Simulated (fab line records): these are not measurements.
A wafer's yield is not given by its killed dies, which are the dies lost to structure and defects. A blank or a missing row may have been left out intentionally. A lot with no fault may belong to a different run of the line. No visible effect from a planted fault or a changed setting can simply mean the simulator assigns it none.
A lot that was struck, set against a sound lot || flow sky130 || 43 out of 708 route steps
Sound: these wafers, L438.1, L438.3, L438.5. Struck: wafers L451.3, L451.6. (L451.1 of the same lot was not struck and is left out.) The cause comes at the end.
Order at every step that has rows: each side's tool, ch and its chambers, its first start. Under that, the readings that differ: sound wafers || struck wafers || difference of the means || sigmas: that difference in standard deviations of wafers without a fault.
alike: words and numbers the same on both sides, and readings whose means are apart by under 2 such deviations; not compared: readings that were withheld, readings missing a value for some wafer, numbers with overlapping values and no deviation given by the record, and bounds like >300 which may hide the same value.
Wherever a step has rows on one side only, a row that says differs or no value, or a row with sigmas, the two part there. Non-overlapping numbers with no deviation appear without sigmas and do not part them. A reading missing from all wafers of one side parts the sides only when that side holds two or more wafers.

SKY_CAP2M_THK_MEAS_01:
  struck on film-metro-02, day 43 21:30; sound on film-metro-04, day 39 14:44
  alike: CAP2M_CVD_00_THK
SKY_CAP2M_SPUTTER_02: material TiN, target thk 200 nm, time 166.7 s.
  struck on pvd-sputter-01, day 43 21:34; sound on pvd-sputter-03, day 39 14:48
  alike: throttle-valve-pct
SKY_CAP2M_RS_MEAS_03: the measuring method here is four-point-probe.
  struck on film-metro-02, day 43 21:40; sound on film-metro-01, day 39 14:55
  alike: CAP2M_TIN_RS
SKY_CAP2M_THK_MEAS_04: measures by xrf.
  struck on film-metro-02, day 43 21:47; sound on film-metro-01, day 39 15:02
  alike: CAP2M_TIN_THK
then, 7 steps without rows for these wafers: SKY_CAP2M_DEHYDRATE_05 (time 60 s); SKY_CAP2M_HMDS_06 (prime time 60 s); SKY_CAP2M_COAT_07 (resist thk 1140 nm); SKY_CAP2M_SOFTBAKE_08 (time 60 s); SKY_CAP2M_EXPOSE_09 (exposes mask CAP2M, target cd 1000 nm); SKY_CAP2M_PEB_10; SKY_CAP2M_DEVELOP_11 (develop time 60 s).
SKY_CAP2M_OVL_MEAS_12:
  struck on overlay-02, day 44 19:21; sound on overlay-02, day 40 15:29
  alike: CAP2M_OVL
SKY_CAP2M_METAL_ETCH_13: etches TiN in Cl2/BCl3, stops on SiO2, target depth 220 nm, time 62.9 s.
  sound on rie-metal-04 ch 1, day 40 15:32; struck on rie-metal-04 ch 1, day 44 19:23
  alike: drypump-motor-current-A, oes-product-au, throttle-valve-pct
  not compared: rf-hours-counter-h
SKY_CAP2M_STRIP_14: strips in O2/N2.
  sound on plasma-asher-01 ch 0,1, day 40 15:36; struck on plasma-asher-01 ch 0,1, day 44 19:28
  alike: drypump-motor-current-A, oes-product-au, strip-time-to-endpoint-s
  not compared: rf-hours-counter-h
then, 11 steps without rows for these wafers: SKY_CAP2M_STRIP_15 (strips in post etch residue remover, time 1200 s); SKY_CAP2M_CLEAN_16 (cleans in IPA, time 180 s); SKY_CAP2M_CLEAN_17 (cleans in O3/DIW); SKY_METAL4_DEHYDRATE_05 (time 60 s); SKY_METAL4_HMDS_06 (prime time 60 s); SKY_METAL4_COAT_07 (resist thk 60 nm); SKY_METAL4_COAT_08 (resist thk 1140 nm); SKY_METAL4_SOFTBAKE_09 (time 90 s); SKY_METAL4_EXPOSE_10 (exposes mask MM4, target cd 300 nm); SKY_METAL4_PEB_11; SKY_METAL4_DEVELOP_12 (develop time 60 s).
SKY_METAL4_CD_MEAS_13 targets a cd of 300 nm.
  struck on cd-sem-01, day 45 16:00; sound on cd-sem-02, day 41 15:39
  alike: cd-nm
SKY_METAL4_OVL_MEAS_14:
  struck on overlay-02, day 45 16:07; sound on overlay-01, day 41 15:46
  alike: METAL4_OVL
SKY_METAL4_DESCUM_15: chemistry O2, time 8 s.
  sound on rie-metal-02 ch 0,1, day 41 15:48; struck on rie-metal-01 ch 1, day 45 16:10
  alike: drypump-motor-current-A, oes-product-au, temp-c
  not compared: rf-hours-counter-h
SKY_METAL4_ETCH_16: etches BARC in N2/H2, stops on SiO2, time 88.2 s, target depth 60 nm.
  sound on rie-metal-02 ch 0,1, day 41 15:50; struck on rie-metal-01 ch 1, day 45 16:13
  alike: drypump-motor-current-A, oes-product-au, throttle-valve-pct
  not compared: rf-hours-counter-h
then, 7 steps without rows for these wafers: SKY_METAL4_ETCH_17 (etches SiO2 in C4F8/O2/Ar, stops on TiN, time 3.9 s, target depth 15 nm); SKY_METAL4_METAL_ETCH_18 (etches the open film in Cl2/BCl3, stops on SiO2, target depth 845 nm, time 183.1 s); SKY_METAL4_STRIP_19 (strips in O2/N2); SKY_METAL4_STRIP_20 (strips in post etch residue remover, time 1200 s); SKY_METAL4_CLEAN_21 (cleans in IPA, time 180 s); SKY_METAL4_CLEAN_22 (cleans in O3/DIW); SKY_VIA4_HDPCVD_00 (deposits SiO2, target thk 1750 nm, time 291.7 s).
SKY_VIA4_THK_MEAS_01:
  struck on film-metro-03, day 45 17:55; sound on film-metro-03, day 41 16:54
{"reading": "VIA4_HDPCVD_THK (nm)", "sound": "1761 1761 1774", "struck": "1715 1741", "difference": -37, "sigmas": -2}
SKY_VIA4_CMP_02: polishes SiO2.
  sound on cmp-01 ch 0,2, day 41 17:01; struck on cmp-01 ch 1,3, day 45 18:05
  alike: motor-current-A
SKY_VIA4_BOW_MEAS_03:
  struck on film-metro-03, day 45 18:17; sound on film-metro-01, day 41 17:16
{"reading": "VIA4_BOW (um)", "sound": "87 94 90", "struck": "66 79", "difference": -18, "sigmas": -2}
then, 3 steps without rows for these wafers: SKY_VIA4_DEHYDRATE_04 (time 60 s); SKY_VIA4_HMDS_05 (prime time 60 s); SKY_VIA4_COAT_06 (resist thk 1140 nm).
-- the record jumps here: 3 days lie between the struck wafers' starts before and after (it left off in module VIA4 and takes up again in module PAD_OPEN, whose first step shown is number 708 of the route) --
SKY_PAD_OPEN_PROBE_99:
  struck on prober-02, day 49 05:40; sound on prober-01, day 45 16:37
{"reading": "defect-limited-yield (%)", "sound": "87.0 82.1 79.7", "struck": "80.1 75.2", "difference": -5.3, "sigmas": -3}
{"reading": "killed-at-other", "sound": "1 0 1", "struck": "34 33", "difference": "+33", "sigmas": "+59"}
{"reading": "killed-dies", "sound": "64 88 100", "struck": "98 122", "difference": "+26", "sigmas": "+3"}
{"reading": "sort_bin_5_function (%)", "sound": "6.7 10.8 12.0", "struck": "11.8 16.9", "difference": "+4.5", "sigmas": "+3"}
{"reading": "sort-n-pass", "sound": "428 404 392", "struck": "394 370", "difference": -26, "sigmas": -3}
{"reading": "sort-yield-pct (%)", "sound": "87.0 82.1 79.7", "struck": "80.1 75.2", "difference": -5.3, "sigmas": -3}
{"reading": "model.etest.tester.sort_bin_3_pct (%)", "sound": "0.4065 1.626 1.016", "struck": "1.829 1.829", "difference": "+0.813", "sigmas": ""}
  alike: killed_at_M0_to_M3, killed_at_M4_up, killed-at-contacts, killed-at-front-end, killed-open, killed-short, sort_bin_3_pad_short, sort_bin_6_memory
  not compared: model.etest.tester.sort-n-pass, model.etest.tester.sort-yield-pct, model.etest.tester.sort_bin_5_pct

WHERE THEY PART
First at SKY_VIA4_THK_MEAS_01; last, within this record, at SKY_PAD_OPEN_PROBE_99.

WHY: whatever the simulator had introduced
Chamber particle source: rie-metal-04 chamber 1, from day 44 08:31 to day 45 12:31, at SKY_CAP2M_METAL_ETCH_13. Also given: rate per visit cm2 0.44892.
